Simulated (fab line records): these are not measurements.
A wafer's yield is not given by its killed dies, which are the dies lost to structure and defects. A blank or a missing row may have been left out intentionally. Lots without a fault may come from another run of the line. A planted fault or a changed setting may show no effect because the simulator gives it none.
fab line records    flow sky130
[record] lots = 12  wafers = 36  lastDay = 51
route steps=708 shown CAP2M@606 METAL4@630 VIA4@639 PAD_OPEN@708
lots that met no fault: taken from a fault-free run of the same line
startH: start of the lot's first displayed wafer, in hours after the record's first day    waitH: time in hours since the lot's previous step    " identical to the entry in the row above    L1.1+2: one row covering several wafers at once    - no value present, or no start provided    * or withheld: withheld    < > ~ a bound
route shown NAME@n: names a module that has steps shown in the file, with the first one's number in the route    usual: mean and standard deviation over wafers with no fault    same: alike in all rows    chamber/n: place in a boat    sites: each site's reading    _std_site: standard deviation of those values    _edge_site: inner sites' mean taken away from outer sites' mean    radiusMm: how far each site lies from the wafer's centre    mask NAME#n: copy n    behind: tool/chamber where the wafer was last shaped    hold: why the lot went on hold/how many hours it stayed there/how the hold came to an end    device: names the non-switching transistor (n, p or np)    end of line: tests of these same wafers at the route's end    a step with no rows: only its recipe    killed: not the wafer's yield, but the dies lost to structure and defects at the first sort    map: the dies of a wafer, with x for killed, . for not killed, _ for no die there
set.NAME: the run value of the setting; set.NAME@STEP: its run value at that earlier step    model.NAME: the simulator's own value behind a step, which no gauge read
the route's steps for a sample of lots (tables are steps, rows are wafers)
services: a tool's chamber out of use, with start hour (startH, from the record's first day; less than 0 if before it), hours out, and reason
[[steps]]
[step SKY_CAP2M_RS_MEAS_03]
[recipe] thkMeasGauge = four-point-probe  reads = TiN_of_CAP2M_SPUTTER_02
[usual] CAP2M_TIN_RS = 6.88/0.073
lot.wafer  tool          chamber  startH   waitH  CAP2M_TIN_RS[ohm/sq]
L406.1     filmMetro-04  -        949.86   0.1    6.96
L406.2     "             -        "        "      6.94
L406.6     "             -        "        "      6.96
L411.1     filmMetro-01  -        995.96   0.1    6.90
L411.4     "             -        "        "      7.04
L411.6     "             -        "        "      6.86
L412.1     filmMetro-04  -        1001.14  0.1    6.97
L412.3     "             -        "        "      6.95
L412.5     "             -        "        "      6.96
L413.1     filmMetro-02  -        1002.75  0.1    6.92
L413.4     "             -        "        "      6.87
L413.5     "             -        "        "      6.88
L415.1     filmMetro-04  -        1020.06  0.1    6.95
L415.3     "             -        "        "      6.90
L415.5     "             -        "        "      6.93
L419.2     filmMetro-04  -        1047.29  0.1    6.89
L419.5     "             -        "        "      6.80
L419.6     "             -        "        "      6.93
L421.3     filmMetro-02  -        1048.67  0.1    6.77
L421.4     "             -        "        "      6.79
L421.6     "             -        "        "      6.87
L422.2     filmMetro-04  -        1055.55  0.1    6.78
L422.3     "             -        "        "      6.83
L422.5     "             -        "        "      6.82
L425.1     filmMetro-02  -        1073.53  0.1    6.87
L425.2     "             -        "        "      6.93
L425.4     "             -        "        "      6.89
L426.2     filmMetro-04  -        1075.64  0.1    6.85
L426.3     "             -        "        "      6.87
L426.6     "             -        "        "      6.80
L427.3     filmMetro-01  -        1080.12  0.1    6.81
L427.4     "             -        "        "      6.83
L427.5     "             -        "        "      6.77
L429.4     filmMetro-02  -        1099.30  0.1    6.68
L429.5     "             -        "        "      6.74
L429.6     "             -        "        "      6.68
[step SKY_METAL4_OVL_MEAS_14]
[usual] METAL4_OVL = -1/5.1
lot.wafer  tool        chamber  startH   waitH  METAL4_OVL[nm]
L406.1     overlay-01  -        999.41   0.1    10
L406.2     "           -        "        "      1
L406.6     "           -        "        "      -4
L411.1     overlay-01  -        1043.81  0.1    2
L411.4     "           -        "        "      -4
L411.6     "           -        "        "      -8
L412.1     overlay-02  -        1049.31  0.1    0
L412.3     "           -        "        "      -1
L412.5     "           -        "        "      -4
L413.1     overlay-01  -        1050.66  0.1    3
L413.4     "           -        "        "      -3
L413.5     "           -        "        "      6
L415.1     overlay-01  -        1066.36  0.1    -14
L415.3     "           -        "        "      -20
L415.5     "           -        "        "      -11
L419.2     overlay-02  -        1092.37  0.1    2
L419.5     "           -        "        "      -1
L419.6     "           -        "        "      -5
L421.3     overlay-02  -        1093.17  0.1    1
L421.4     "           -        "        "      -8
L421.6     "           -        "        "      -1
L422.2     overlay-01  -        1100.02  0.1    -7
L422.3     "           -        "        "      -1
L422.5     "           -        "        "      5
L425.1     overlay-02  -        1116.81  0.1    1
L425.2     "           -        "        "      1
L425.4     "           -        "        "      1
L426.2     overlay-01  -        1119.27  0.1    8
L426.3     "           -        "        "      -1
L426.6     "           -        "        "      7
L427.3     overlay-02  -        1122.07  0.1    0
L427.4     "           -        "        "      -6
L427.5     "           -        "        "      -3
L429.4     overlay-01  -        1140.83  0.1    5
L429.5     "           -        "        "      -7
L429.6     "           -        "        "      6
[step SKY_METAL4_ETCH_17]
[recipe] target = SiO2  stopOn = TiN  chemistry = C4F8/O2/Ar  sourceW = 1500  biasW = 1200  pressureMtorr = 40  c4f8FlowSccm = withheld  O2_flow_sccm = 6  Ar_flow_sccm = 300  timeS = 3.9  targetDepthA = 150
[usual] oesProductAu = 0.755/0.0078
lot.wafer  tool        chamber  startH   waitH  oesProductAu  rfHoursCounterH
L406.1     rieDiel-03  1        999.58   0.1    0.746         10
L406.2     "           2        "        "      0.747         12
L406.6     "           1        "        "      0.751         -
L411.1     rieDiel-03  1        1043.98  0.1    0.752         12
L411.4     "           2        "        "      0.766         13
L411.6     "           3        "        "      0.766         -
L412.1     rieDiel-04  0        1049.48  0.1    0.748         12
L412.3     "           3        "        "      0.760         18
L412.5     "           2        "        "      0.760         -
L413.1     rieDiel-03  0        1050.82  0.1    0.768         14
L413.4     "           1        "        "      0.770         12
L413.5     "           2        "        "      0.760         -
L415.1     rieDiel-04  0        1066.53  0.1    0.745         13
L415.3     "           1        "        "      0.767         16
L415.5     "           1        "        "      0.755         -
L419.2     rieDiel-04  0        1092.53  0.1    0.758         13
L419.5     "           3        "        "      0.755         -
L419.6     "           0        "        "      0.766         -
L421.3     rieDiel-03  0        1093.33  0.0    0.748         15
L421.4     "           2        "        "      0.745         15
L421.6     "           3        "        "      0.759         -
L422.2     rieDiel-03  3        1100.18  0.1    0.746         13
L422.3     "           1        "        "      0.757         14
L422.5     "           3        "        "      0.751         -
L425.1     rieDiel-04  1        1116.98  0.1    0.742         17
L425.2     "           0        "        "      0.759         14
L425.4     "           2        "        "      0.764         21
L426.2     rieDiel-02  1        1119.43  0.1    0.750         25
L426.3     "           3        "        "      0.758         17
L426.6     "           3        "        "      0.761         -
L427.3     rieDiel-03  0        1122.23  0.0    0.751         16
L427.4     "           1        "        "      0.761         -
L427.5     "           0        "        "      0.754         -
L429.4     rieDiel-02  0        1140.98  0.0    0.741         4
L429.5     "           3        "        "      0.745         -
L429.6     "           2        "        "      0.744         -
[step SKY_VIA4_HDPCVD_00]
[recipe] material = SiO2  targetThkNm = 1750  sigmaOpenFrac = 0.3  timeS = 291.7  tempC = 400  sih4FlowSccm = 60  pressureMtorr = 6
[usual] sih4FlowSccm = 60.01/0.17
lot.wafer  tool       chamber  startH   waitH  sih4FlowSccm
L406.1     hdpcvd-01  0        1000.37  0.0    59.97
L406.2     "          1        "        "      59.95
L406.6     "          2        "        "      59.90
L411.1     hdpcvd-01  1        1044.76  0.0    71.88
L411.4     "          1        "        "      71.83
L411.6     "          2        "        "      71.86
L412.1     hdpcvd-01  2        1050.33  0.0    71.91
L412.3     "          0        "        "      72.16
L412.5     "          2        "        "      72.38
L413.1     hdpcvd-01  2        1051.62  0.0    72.19
L413.4     "          1        "        "      72.30
L413.5     "          0        "        "      72.15
L415.1     hdpcvd-02  1        1067.46  0.0    60.18
L415.3     "          2        "        "      59.91
L415.5     "          2        "        "      59.64
L419.2     hdpcvd-02  1        1093.40  0.0    60.05
L419.5     "          1        "        "      59.98
L419.6     "          2        "        "      59.70
L421.3     hdpcvd-02  1        1094.16  0.0    60.03
L421.4     "          0        "        "      60.31
L421.6     "          1        "        "      60.04
L422.2     hdpcvd-02  0        1101.02  0.0    60.25
L422.3     "          1        "        "      60.18
L422.5     "          2        "        "      60.28
L425.1     hdpcvd-01  1        1117.76  0.0    60.01
L425.2     "          0        "        "      60.24
L425.4     "          1        "        "      59.90
L426.2     hdpcvd-01  1        1120.44  0.0    59.88
L426.3     "          2        "        "      60.09
L426.6     "          0        "        "      59.89
L427.3     hdpcvd-01  0        1123.05  0.0    60.03
L427.4     "          0        "        "      59.77
L427.5     "          2        "        "      60.21
L429.4     hdpcvd-01  0        1141.86  0.1    59.90
L429.5     "          1        "        "      59.90
L429.6     "          2        "        "      59.93
[step SKY_VIA4_THK_MEAS_01]
[recipe] reads = SiO2_of_VIA4_HDPCVD_00
[usual] VIA4_HDPCVD_THK = 1749/17
lot.wafer  tool          chamber  startH   waitH  VIA4_HDPCVD_THK[nm]
L406.1     filmMetro-01  -        1000.54  0.1    1731
L406.2     "             -        "        "      1740
L406.6     "             -        "        "      1725
L411.1     filmMetro-02  -        1044.94  0.1    2088
L411.4     "             -        "        "      2112
L411.6     "             -        "        "      2077
L412.1     filmMetro-01  -        1050.51  0.1    2124
L412.3     "             -        "        "      2091
L412.5     "             -        "        "      2118
L413.1     filmMetro-02  -        1051.80  0.1    2101
L413.4     "             -        "        "      2105
L413.5     "             -        "        "      2079
L415.1     filmMetro-01  -        1067.64  0.1    1758
L415.3     "             -        "        "      1755
L415.5     "             -        "        "      1745
L419.2     filmMetro-03  -        1093.59  0.1    1775
L419.5     "             -        "        "      1770
L419.6     "             -        "        "      1751
L421.3     filmMetro-03  -        1094.36  0.1    1754
L421.4     "             -        "        "      1748
L421.6     "             -        "        "      1772
L422.2     filmMetro-01  -        1101.21  0.1    1743
L422.3     "             -        "        "      1723
L422.5     "             -        "        "      1714
L425.1     filmMetro-02  -        1117.94  0.1    1743
L425.2     "             -        "        "      1748
L425.4     "             -        "        "      1763
L426.2     filmMetro-01  -        1120.63  0.1    1762
L426.3     "             -        "        "      1749
L426.6     "             -        "        "      1776
L427.3     filmMetro-02  -        1123.25  0.1    1738
L427.4     "             -        "        "      1733
L427.5     "             -        "        "      1740
L429.4     filmMetro-02  -        1142.07  0.1    1721
L429.5     "             -        "        "      1745
L429.6     "             -        "        "      1740
[step SKY_PAD_OPEN_PROBE_99]
[usual] defectLimitedYield = 82.6/2  killed_at_M0_to_M3 = 42/6.7  killed_at_M4_up = 3.0/1.9  killedAtContacts = 24/5.3  killedAtFrontEnd = 16/4.3  killedAtOther = 0.4/0.71  killedDies = 85/9.6  killedOnRim = 17/3.7  killedOpen = 46/6.5  killedShort = 39/6.7  sort_bin_3_pad_short = 0.9/0.46  sort_bin_5_function = 10.3/1.3  sort_bin_6_memory = 6.2/1.1  sortNPass = 407/9.6  sortYieldPct = 82.6/2
[same] grossDies = 492  killedAtBackSide = 0  sort_bin_4_leakage[%] = 0  sort_bin_8_speed[%] = 0
lot.wafer  tool       chamber  startH   waitH  defectLimitedYield[%]  killed_at_M0_to_M3  killed_at_M4_up  killedAtContacts  killedAtFrontEnd  killedAtOther  killedDies  killedOnRim  killedOpen  killedShort  sort_bin_3_pad_short[%]  sort_bin_5_function[%]  sort_bin_6_memory[%]  sortNPass  sortYieldPct[%]
L406.1     prober-02  -        1098.05  0.1    83.1                   45                  0                24                12                2              83          16           45          36           0.2                      9.8                     6.9                   409        83.1
L406.2     prober-02  -        1098.10  0.1    78.9                   43                  5                33                21                2              104         17           52          50           1.0                      12.8                    7.3                   388        78.9
L406.6     prober-02  -        1098.30  0.2    83.5                   37                  0                20                21                3              81          17           44          35           0                        10.6                    5.9                   411        83.5
L411.1     prober-01  -        1135.01  0.1    83.3                   48                  1                17                16                0              82          18           42          40           0.8                      9.3                     6.5                   410        83.3
L411.4     prober-01  -        1135.16  0.2    82.5                   46                  2                17                21                0              86          16           43          43           0.2                      10.8                    6.5                   406        82.5
L411.6     prober-01  -        1135.26  0.2    83.5                   40                  2                27                12                0              81          16           42          39           0.8                      10.2                    5.5                   411        83.5
L412.1     prober-02  -        1141.51  0.1    80.9                   43                  4                32                15                0              94          23           44          50           1.2                      11.4                    6.5                   398        80.9
L412.3     prober-02  -        1141.61  0.2    84.6                   44                  3                22                7                 0              76          14           41          35           0.8                      9.3                     5.3                   416        84.6
L412.5     prober-02  -        1141.71  0.2    80.9                   43                  5                33                12                1              94          21           44          50           1.2                      10.6                    7.3                   398        80.9
L413.1     prober-01  -        1142.46  0.1    83.3                   37                  3                27                14                1              82          20           44          38           0.6                      10.6                    5.5                   410        83.3
L413.4     prober-01  -        1142.61  0.2    84.8                   33                  1                25                16                0              75          14           46          29           1.0                      8.9                     5.3                   417        84.8
L413.5     prober-01  -        1142.66  0.2    84.1                   36                  4                23                15                0              78          21           42          36           0.6                      11.2                    4.1                   414        84.1
L415.1     prober-01  -        1156.10  0.1    82.3                   44                  3                23                17                0              87          12           52          35           0.4                      11.4                    5.9                   405        82.3
L415.3     prober-01  -        1156.20  0.2    82.7                   48                  4                19                12                2              85          20           43          41           0.6                      11.2                    5.5                   407        82.7
L415.5     prober-01  -        1156.30  0.2    83.5                   45                  2                15                19                0              81          18           46          34           0.2                      11.6                    4.7                   411        83.5
L419.2     prober-02  -        1178.59  0.1    86.6                   24                  1                27                14                0              66          12           33          33           0.2                      9.3                     3.9                   426        86.6
L419.5     prober-02  -        1178.74  0.2    84.6                   43                  2                20                11                0              76          14           41          35           1.4                      8.9                     5.1                   416        84.6
L419.6     prober-02  -        1178.79  0.2    84.3                   41                  1                13                22                0              77          15           36          41           1.4                      8.9                     5.3                   415        84.3
L421.3     prober-01  -        1178.64  0.2    86.4                   30                  0                18                19                0              67          13           39          28           0                        9.3                     4.3                   425        86.4
L421.4     prober-01  -        1178.69  0.2    85.8                   34                  1                21                13                1              70          12           39          30           0.8                      8.1                     5.3                   422        85.8
L421.6     prober-01  -        1178.79  0.2    82.3                   38                  3                32                13                1              87          12           49          38           0.4                      10.8                    6.5                   405        82.3
L422.2     prober-02  -        1183.55  0.1    77.8                   56                  5                26                22                0              109         25           56          53           1.6                      12.6                    7.9                   383        77.8
L422.3     prober-02  -        1183.60  0.2    77.4                   50                  5                32                24                0              111         25           62          49           1.8                      13.0                    7.7                   381        77.4
L422.5     prober-02  -        1183.70  0.2    76.8                   51                  8                43                12                0              114         19           58          56           1.2                      12.8                    9.1                   378        76.8
L425.1     prober-01  -        1196.41  0.1    82.5                   49                  2                26                8                 1              86          23           40          45           0.8                      10.6                    6.1                   406        82.5
L425.2     prober-01  -        1196.46  0.1    83.9                   38                  1                22                18                0              79          16           46          33           0.6                      8.3                     7.1                   413        83.9
L425.4     prober-01  -        1196.56  0.2    84.8                   42                  2                22                8                 1              75          11           41          34           0.8                      10.0                    4.5                   417        84.8
L426.2     prober-02  -        1198.05  0.1    82.1                   47                  3                24                14                0              88          22           53          33           0.4                      12.2                    5.3                   404        82.1
L426.3     prober-02  -        1198.10  0.2    82.7                   32                  2                25                26                0              85          17           51          33           1.0                      9.3                     6.9                   407        82.7
L426.6     prober-02  -        1198.25  0.2    79.3                   52                  1                25                24                0              102         13           47          55           0.8                      13.6                    6.3                   390        79.3
L427.3     prober-01  -        1202.36  0.2    85.4                   39                  1                19                12                1              72          11           42          30           0.8                      8.1                     5.7                   420        85.4
L427.4     prober-01  -        1202.41  0.2    81.9                   49                  7                19                14                0              89          19           50          39           1.6                      10.0                    6.5                   403        81.9
L427.5     prober-01  -        1202.46  0.2    84.1                   36                  5                26                11                0              78          11           40          38           1.2                      9.6                     5.1                   414        84.1
L429.4     prober-01  -        1217.16  0.2    82.5                   41                  5                16                24                0              86          14           48          38           1.4                      11.8                    4.3                   406        82.5
L429.5     prober-01  -        1217.21  0.2    81.3                   44                  1                24                22                1              92          17           50          41           0.6                      11.2                    6.9                   400        81.3
L429.6     prober-01  -        1217.26  0.2    82.1                   39                  2                26                21                0              88          19           48          39           1.4                      10.4                    6.1                   404        82.1
// killed by level:class
L406.1 VIA1:geometricParticle:open=13 CONTACT:geometricParticle:open=8 CONTACT:geometricParticle:short=8 VIA3:geometricParticle:open=7 FIELD_ISO:geometricParticle:open=6 VIA2:geometricParticle:open=5 LI_CONTACT:geometricParticle:short=4 VIA1:geometricParticle:short=4
L406.2 CONTACT:geometricParticle:open=13 METAL1:geometricParticle:short=8 LI_CONTACT:geometricParticle:open=7 FIELD_ISO:geometricParticle:open=6 VIA2:geometricParticle:open=6 FIELD_ISO:geometricParticle:short=5 LOCAL_INTERCONNECT:geometricParticle:short=5 CONTACT:geometricParticle:short=5
L406.6 VIA1:geometricParticle:open=10 CONTACT:geometricParticle:open=7 VIA3:geometricParticle:open=6 VIA2:geometricParticle:short=6 FIELD_ISO:geometricParticle:short=5 METAL1:geometricParticle:short=5 LI_CONTACT:geometricParticle:open=5 POLY_GATE:geometricParticle:short=4
L411.1 VIA1:geometricParticle:open=10 METAL1:geometricParticle:short=8 VIA3:geometricParticle:open=7 VIA2:geometricParticle:open=6 METAL2:geometricParticle:short=6 LI_CONTACT:geometricParticle:open=5 POLY_GATE:geometricParticle:short=4 VIA1:geometricParticle:short=4
L411.4 VIA1:geometricParticle:open=11 METAL2:geometricParticle:short=7 VIA1:geometricParticle:short=7 CONTACT:geometricParticle:open=6 VIA2:geometricParticle:open=6 POLY_GATE:geometricParticle:short=5 LI_CONTACT:geometricParticle:open=4 METAL1:geometricParticle:short=4
L411.6 LI_CONTACT:geometricParticle:open=12 CONTACT:geometricParticle:open=8 VIA1:geometricParticle:open=7 VIA1:geometricParticle:short=6 METAL2:geometricParticle:short=6 VIA3:geometricParticle:short=6 VIA2:geometricParticle:short=4 VIA2:geometricParticle:open=4
L412.1 LI_CONTACT:geometricParticle:open=13 LOCAL_INTERCONNECT:geometricParticle:short=10 VIA2:geometricParticle:open=8 VIA1:geometricParticle:open=7 METAL1:geometricParticle:short=7 VIA2:geometricParticle:short=7 METAL2:geometricParticle:short=5 FIELD_ISO:geometricParticle:open=3
L412.3 CONTACT:geometricParticle:open=10 VIA3:geometricParticle:open=8 METAL1:geometricParticle:short=7 METAL2:geometricParticle:short=6 VIA1:geometricParticle:open=6 LI_CONTACT:geometricParticle:open=4 VIA1:geometricParticle:short=4 VIA2:geometricParticle:open=4
L412.5 VIA1:geometricParticle:open=10 LI_CONTACT:geometricParticle:short=9 CONTACT:geometricParticle:open=8 LI_CONTACT:geometricParticle:open=7 METAL1:geometricParticle:short=7 VIA1:geometricParticle:short=7 LOCAL_INTERCONNECT:geometricParticle:short=6 FIELD_ISO:geometricParticle:short=5
L413.1 VIA2:geometricParticle:open=9 CONTACT:geometricParticle:open=8 VIA1:geometricParticle:open=7 METAL2:geometricParticle:short=7 POLY_GATE:geometricParticle:open=6 CONTACT:geometricParticle:short=6 LI_CONTACT:geometricParticle:short=4 LI_CONTACT:geometricParticle:open=4
L413.4 CONTACT:geometricParticle:open=10 VIA1:geometricParticle:open=8 VIA3:geometricParticle:open=6 FIELD_ISO:geometricParticle:open=5 LI_CONTACT:geometricParticle:open=5 CONTACT:geometricParticle:short=5 METAL1:geometricParticle:short=5 VIA2:geometricParticle:open=5
L413.5 VIA1:geometricParticle:open=13 LI_CONTACT:geometricParticle:open=9 METAL1:geometricParticle:short=8 CONTACT:geometricParticle:open=7 VIA1:geometricParticle:short=5 POLY_GATE:geometricParticle:open=4 CONTACT:geometricParticle:short=4 METAL2:geometricParticle:short=4
L415.1 VIA1:geometricParticle:open=10 CONTACT:geometricParticle:open=9 VIA2:geometricParticle:open=7 VIA3:geometricParticle:open=7 FIELD_ISO:geometricParticle:open=5 LI_CONTACT:geometricParticle:open=5 CONTACT:geometricParticle:short=4 METAL1:geometricParticle:short=4
L415.3 VIA1:geometricParticle:open=9 CONTACT:geometricParticle:open=8 VIA1:geometricParticle:short=7 VIA2:geometricParticle:open=7 VIA3:geometricParticle:open=6 POLY_GATE:geometricParticle:short=5 LOCAL_INTERCONNECT:geometricParticle:short=5 METAL2:geometricParticle:open=5
L415.5 VIA1:geometricParticle:open=12 LI_CONTACT:geometricParticle:open=8 FIELD_ISO:geometricParticle:short=6 METAL1:geometricParticle:short=5 VIA2:geometricParticle:open=5 METAL2:geometricParticle:short=5 CONTACT:geometricParticle:open=4 VIA1:geometricParticle:short=4
L419.2 LI_CONTACT:geometricParticle:open=9 LOCAL_INTERCONNECT:geometricParticle:short=6 VIA1:geometricParticle:open=6 CONTACT:geometricParticle:open=5 VIA3:geometricParticle:open=5 POLY_GATE:geometricParticle:short=4 CONTACT:geometricParticle:short=4 METAL1:geometricParticle:short=3
L421.3 METAL1:geometricParticle:short=7 POLY_GATE:geometricParticle:open=6 LI_CONTACT:geometricParticle:open=6 CONTACT:geometricParticle:open=6 VIA1:geometricParticle:short=5 VIA2:geometricParticle:open=5 FIELD_ISO:geometricParticle:open=4 LOCAL_INTERCONNECT:geometricParticle:short=3
L421.4 VIA1:geometricParticle:open=9 CONTACT:geometricParticle:open=6 CONTACT:geometricParticle:short=6 VIA1:geometricParticle:short=6 FIELD_ISO:geometricParticle:open=5 LI_CONTACT:geometricParticle:open=5 FIELD_ISO:geometricParticle:short=4 POLY_GATE:geometricParticle:open=4
L419.5 VIA3:geometricParticle:open=8 LI_CONTACT:geometricParticle:open=6 VIA2:geometricParticle:open=6 VIA1:geometricParticle:open=5 VIA2:geometricParticle:short=5 POLY_GATE:geometricParticle:short=4 CONTACT:geometricParticle:short=4 METAL1:geometricParticle:short=4
L419.6 POLY_GATE:geometricParticle:short=8 VIA1:geometricParticle:open=8 METAL1:geometricParticle:short=8 METAL2:geometricParticle:short=6 VIA2:geometricParticle:open=6 LI_CONTACT:geometricParticle:open=5 CONTACT:geometricParticle:open=4 FIELD_ISO:geometricParticle:open=3
L421.6 LI_CONTACT:geometricParticle:open=12 VIA1:geometricParticle:open=10 CONTACT:geometricParticle:open=8 VIA2:geometricParticle:open=7 LOCAL_INTERCONNECT:geometricParticle:short=6 METAL1:geometricParticle:short=5 POLY_GATE:geometricParticle:open=4 VIA1:geometricParticle:short=4
L422.2 VIA1:geometricParticle:open=18 FIELD_ISO:geometricParticle:short=9 VIA3:geometricParticle:open=9 CONTACT:geometricParticle:open=9 VIA2:geometricParticle:open=7 LI_CONTACT:geometricParticle:short=6 CONTACT:geometricParticle:short=5 METAL1:geometricParticle:short=5
L422.3 VIA1:geometricParticle:open=13 CONTACT:geometricParticle:open=12 VIA3:geometricParticle:open=12 METAL1:geometricParticle:short=7 FIELD_ISO:geometricParticle:short=6 FIELD_ISO:geometricParticle:open=6 LOCAL_INTERCONNECT:geometricParticle:short=6 LI_CONTACT:geometricParticle:short=5
L422.5 CONTACT:geometricParticle:open=21 METAL1:geometricParticle:short=11 VIA1:geometricParticle:open=10 LOCAL_INTERCONNECT:geometricParticle:short=8 METAL4:geometricParticle:short=7 VIA3:geometricParticle:open=6 LI_CONTACT:geometricParticle:open=5 LOCAL_INTERCONNECT:geometricParticle:open=5
L425.1 VIA1:geometricParticle:open=13 LOCAL_INTERCONNECT:geometricParticle:short=7 VIA1:geometricParticle:short=7 METAL2:geometricParticle:short=7 LI_CONTACT:geometricParticle:open=6 CONTACT:geometricParticle:short=6 CONTACT:geometricParticle:open=6 VIA3:geometricParticle:open=6
L425.2 CONTACT:geometricParticle:open=12 FIELD_ISO:geometricParticle:open=7 VIA2:geometricParticle:open=6 VIA1:geometricParticle:short=6 FIELD_ISO:geometricParticle:short=5 LI_CONTACT:geometricParticle:open=5 VIA3:geometricParticle:open=5 SPACER:geometricParticle:short=4
L425.4 VIA3:geometricParticle:open=9 CONTACT:geometricParticle:open=8 VIA1:geometricParticle:short=8 VIA1:geometricParticle:open=6 VIA2:geometricParticle:open=6 LI_CONTACT:geometricParticle:open=5 CONTACT:geometricParticle:short=5 FIELD_ISO:geometricParticle:open=4
L426.2 VIA1:geometricParticle:open=13 LI_CONTACT:geometricParticle:open=10 CONTACT:geometricParticle:open=9 POLY_GATE:geometricParticle:short=8 VIA2:geometricParticle:open=8 VIA1:geometricParticle:short=5 VIA3:geometricParticle:open=5 METAL1:geometricParticle:short=4
L426.3 VIA1:geometricParticle:open=13 POLY_GATE:geometricParticle:open=11 CONTACT:geometricParticle:open=9 CONTACT:geometricParticle:short=7 LI_CONTACT:geometricParticle:open=6 VIA2:geometricParticle:open=5 FIELD_ISO:geometricParticle:short=4 POLY_GATE:geometricParticle:short=4
L426.6 METAL1:geometricParticle:short=11 VIA3:geometricParticle:open=8 CONTACT:geometricParticle:open=7 VIA1:geometricParticle:short=7 VIA1:geometricParticle:open=7 POLY_GATE:geometricParticle:short=6 LI_CONTACT:geometricParticle:short=6 FIELD_ISO:geometricParticle:short=5
L427.3 VIA1:geometricParticle:open=9 VIA3:geometricParticle:open=8 VIA2:geometricParticle:open=7 FIELD_ISO:geometricParticle:short=6 CONTACT:geometricParticle:open=6 LOCAL_INTERCONNECT:geometricParticle:short=4 VIA1:geometricParticle:short=4 LI_CONTACT:geometricParticle:short=3
L427.4 VIA3:geometricParticle:open=10 VIA1:geometricParticle:open=9 CONTACT:geometricParticle:open=8 METAL3:geometricParticle:short=7 VIA3:geometricParticle:short=7 VIA2:geometricParticle:open=5 SPACER:geometricParticle:short=4 SPACER:geometricParticle:open=3
L427.5 VIA1:geometricParticle:open=12 CONTACT:geometricParticle:open=9 LI_CONTACT:geometricParticle:short=7 METAL1:geometricParticle:short=5 CONTACT:geometricParticle:short=4 VIA2:geometricParticle:short=4 VIA2:geometricParticle:open=3 LI_CONTACT:geometricParticle:open=3
L429.4 VIA3:geometricParticle:open=9 FIELD_ISO:geometricParticle:open=8 FIELD_ISO:geometricParticle:short=7 CONTACT:geometricParticle:open=7 VIA1:geometricParticle:open=7 VIA2:geometricParticle:open=7 LI_CONTACT:geometricParticle:open=4 METAL2:geometricParticle:short=4
L429.5 CONTACT:geometricParticle:open=14 VIA1:geometricParticle:open=10 FIELD_ISO:geometricParticle:short=8 VIA3:geometricParticle:open=5 POLY_GATE:geometricParticle:open=5 CONTACT:geometricParticle:short=5 VIA1:geometricParticle:short=5 METAL2:geometricParticle:short=5
L429.6 VIA1:geometricParticle:open=12 CONTACT:geometricParticle:open=8 FIELD_ISO:geometricParticle:short=6 LI_CONTACT:geometricParticle:open=6 VIA2:geometricParticle:open=6 LOCAL_INTERCONNECT:geometricParticle:short=5 METAL1:geometricParticle:short=5 VIA3:geometricParticle:open=5
[[services]]
tool        chamber  startH   hours  kind
rieDiel-02  0        1019.63  -      clean
rieDiel-02  0        1019.63  18.3   scheduledDown
rieDiel-02  0        1019.63  18.3   ventCycle
rieDiel-04  -        1034.66  2.8    pm
hdpcvd-02   -        1044.68  14.6   pm
hdpcvd-01   -        1072.33  1.9    repair
rieDiel-02  1        1103.12  4.8    repair
rieDiel-03  2        1119.66  4.0    repair
[[key]]
[firstSign] step = SKY_VIA4_HDPCVD_00  reading = sih4FlowSccm  direction = up  sigmas = 69  usual = 60.01  struck = 72.07
[effect] step = SKY_VIA4_THK_MEAS_01  reading = VIA4_HDPCVD_THK  direction = up  sigmas = 21  usual = 1749  struck = 2099
metAt SKY_VIA4_HDPCVD_00
struckLots L411,L412,L413
notActingAt SKY_CAP2M_RS_MEAS_03,SKY_METAL4_OVL_MEAS_14,SKY_METAL4_ETCH_17
onsetBetween 1000.37 1044.76
[fault] kind = processParameterDrift  tool = hdpcvd-01  chamber = -  onsetH = 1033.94  steps = SKY_VIA4_HDPCVD_00  channel = sih4FlowSccm  offset = 12  shape = step  endH = 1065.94  actsIn = theseRecipesOnly  stated = 60
